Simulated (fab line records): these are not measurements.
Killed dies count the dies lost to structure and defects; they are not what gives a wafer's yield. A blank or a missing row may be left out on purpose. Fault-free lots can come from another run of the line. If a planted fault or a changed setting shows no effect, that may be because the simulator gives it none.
Comparing a struck lot with a sound one    flow sky130    43 out of 708 route steps
Sound: wafers L882.1, L882.3, L882.5. Struck: wafer L894.3 (left out: L894.1, L894.2 of the same lot, which were not struck); the cause appears at the end.
At each step with rows: each side's tool, then ch and its chambers, then its first start. Under that, the readings that differ: sound wafers    struck wafers    difference of the means    sigmas: that difference in standard deviations of wafers without a fault.
alike: words and numbers the same on both sides, and readings whose means are apart by under 2 such deviations; not compared: readings that were withheld, readings missing a value for some wafer, numbers with overlapping values and no deviation given by the record, and bounds like >300 which may hide the same value.
A row with sigmas, a row that says differs or no value, or rows on one side alone: a step with any of these is where the two part. Numbers that don't overlap but have no deviation are shown without sigmas and don't part them. A reading that every wafer of one side lacks parts them only if that side has two wafers or more.

first, 6 steps without rows for these wafers: SKY_VIA4_ETCH_12 (etches SiO2 in C4F8/O2/Ar, stops on TiN, target depth 580 nm); SKY_VIA4_STRIP_13 (strips in O2/N2); SKY_VIA4_STRIP_14 (strips in post etch residue remover, time 1200 s); SKY_VIA4_CLEAN_15 (cleans in IPA, time 180 s); SKY_VIA4_CLEAN_16 (cleans in O3/DIW); SKY_VIA4_SPUTTER_17 (material TiN, target thk 20 nm, time 80 s).
SKY_VIA4_CVD_18: deposits W, target thk 505 nm, time 152.14 s.
  sound on cvd w-01 ch 0,1, day 45 15:19; struck on cvd w-02 ch 0, day 48 10:02
  alike: chamber pressure Torr, heater power w
SKY_VIA4_RS_MEAS_19: measures by four-point-probe.
  sound on film metro-03, day 45 15:28; struck on film metro-03, day 48 10:16
reading             sound                 struck  difference  sigmas
VIA4_W_RS (ohm/sq)  0.2276 0.2325 0.2295  0.2254  -0.0045     -2
SKY_VIA4_THK_MEAS_20: measures by xrf.
  sound on film metro-03, day 45 15:35; struck on film metro-03, day 48 10:23
  alike: VIA4_W_THK
then, 1 step without rows for these wafers: SKY_VIA4_CMP_21 (polishes, stops on SiO2, t overpolish 25 s, target thk 0 nm).
SKY_METAL5_SPUTTER_00: material Ti, target thk 15 nm, time 10 s.
  sound on pvd sputter-01, day 45 15:57; struck on pvd sputter-01, day 48 10:45
  alike: throttle valve pct
then, 1 step without rows for these wafers: SKY_METAL5_SPUTTER_01 (material TiN, target thk 20 nm, time 16.7 s).
SKY_METAL5_SPUTTER_02: material AlCu, target thk 1150 nm, time 61.2 s.
  sound on pvd sputter-01, day 45 15:59; struck on pvd sputter-01, day 48 10:48
  alike: throttle valve pct
SKY_METAL5_SPUTTER_03: material Ti, target thk 5 nm, time 3.3 s.
  sound on pvd sputter-01, day 45 16:02; struck on pvd sputter-01, day 48 10:51
  alike: throttle valve pct
SKY_METAL5_SPUTTER_04: material TiN, target thk 70 nm, time 58.3 s.
  sound on pvd sputter-01, day 45 16:04; struck on pvd sputter-01, day 48 10:52
  alike: throttle valve pct
SKY_METAL5_RS_MEAS_05: measures by four-point-probe.
  sound on film metro-04, day 45 16:07; struck on film metro-04, day 48 10:55
  alike: METAL5_ALCU_RS
SKY_METAL5_THK_MEAS_06: measures by xrf.
  sound on film metro-04, day 45 16:14; struck on film metro-04, day 48 11:02
  alike: METAL5_ALCU_THK
then, 8 steps without rows for these wafers: SKY_METAL5_DEHYDRATE_07 (time 60 s); SKY_METAL5_HMDS_08 (prime time 60 s); SKY_METAL5_COAT_09 (resist thk 1800 nm); SKY_METAL5_SOFTBAKE_10 (time 60 s); SKY_METAL5_EXPOSE_11 (exposes mask MM5, target cd 1600 nm); SKY_METAL5_PEB_12; SKY_METAL5_DEVELOP_13 (develop time 60 s); SKY_METAL5_DESCUM_14 (chemistry O2, time 11 s).
SKY_METAL5_METAL_ETCH_15: etches the open film in Cl2/BCl3, stops on SiO2, target depth 1260 nm, time 252 s.
  sound on rie metal-03 ch 0, day 46 12:42; struck on rie metal-03 ch 0, day 49 04:57
  alike: drypump motor current A, oes product au, throttle valve pct
  not compared: rf hours counter h
then, 5 steps without rows for these wafers: SKY_METAL5_STRIP_16 (strips in O2/N2); SKY_METAL5_STRIP_17 (strips in post etch residue remover, time 1200 s); SKY_METAL5_CLEAN_18 (cleans in IPA, time 180 s); SKY_METAL5_CLEAN_19 (cleans in O3/DIW); SKY_PASSIVATION_CVD_00 (deposits SiO2, target thk 90 nm).
SKY_PASSIVATION_THK_MEAS_01:
  sound on film metro-03, day 46 13:33; struck on film metro-02, day 49 05:50
  alike: PASSIVATION_CVD_00_THK
then, 1 step without rows for these wafers: SKY_PASSIVATION_CVD_02 (deposits Si3N4, target thk 540 nm).
SKY_PASSIVATION_THK_MEAS_03:
  sound on film metro-02, day 46 13:50; struck on film metro-01, day 49 06:14
  alike: PASSIVATION_CVD_02_THK
then, 8 steps without rows for these wafers: SKY_PASSIVATION_DEHYDRATE_04 (time 60 s); SKY_PASSIVATION_HMDS_05 (prime time 60 s); SKY_PASSIVATION_COAT_06 (resist thk 3000 nm); SKY_PASSIVATION_SOFTBAKE_07; SKY_PASSIVATION_EXPOSE_08 (exposes mask NSM, target cd 3000 nm); SKY_PASSIVATION_PEB_09; SKY_PASSIVATION_DEVELOP_10 (develop time 60 s); SKY_PASSIVATION_ETCH_11 (etches the open film in CF4/O2, stops on AlCu, target depth 725 nm, time 161.1 s).
SKY_PAD_OPEN_PROBE_99:
  sound on prober-01, day 48 07:41; struck on prober-01, day 50 18:08
reading                                sound               struck  difference  sigmas
defect limited yield (%)               82.3 83.9 82.5      77.4    -5.5        -3
killed_at_M4_up                        5 1 4               46      +43         +22
killed at contacts                     36 26 26            15      -14         -3
killed dies                            87 79 86            111     +27         +3
sort_bin_5_function (%)                9.8 9.8 10.4        15.7    +5.7        +4
sort n pass                            405 413 406         381     -27         -3
sort yield pct (%)                     82.3 83.9 82.5      77.4    -5.5        -3
model.etest.tester.sort n pass         405 413 406         381     -27         
model.etest.tester.sort yield pct (%)  82.32 83.94 82.52   77.44   -5.49       
model.etest.tester.sort_bin_5_pct (%)  9.756 9.756 10.37   15.65   +5.69       
model.etest.tester.sort_bin_3_pct (%)  0.6098 1.016 0.813  1.423   +0.610      
  alike: killed_at_M0_to_M3, killed at front end, killed at other, killed open, killed short, sort_bin_3_pad_short, sort_bin_6_memory

WHERE THEY PART
Earliest at SKY_VIA4_RS_MEAS_19; latest, in this record, at SKY_PAD_OPEN_PROBE_99.

WHY: the cause the simulator had injected
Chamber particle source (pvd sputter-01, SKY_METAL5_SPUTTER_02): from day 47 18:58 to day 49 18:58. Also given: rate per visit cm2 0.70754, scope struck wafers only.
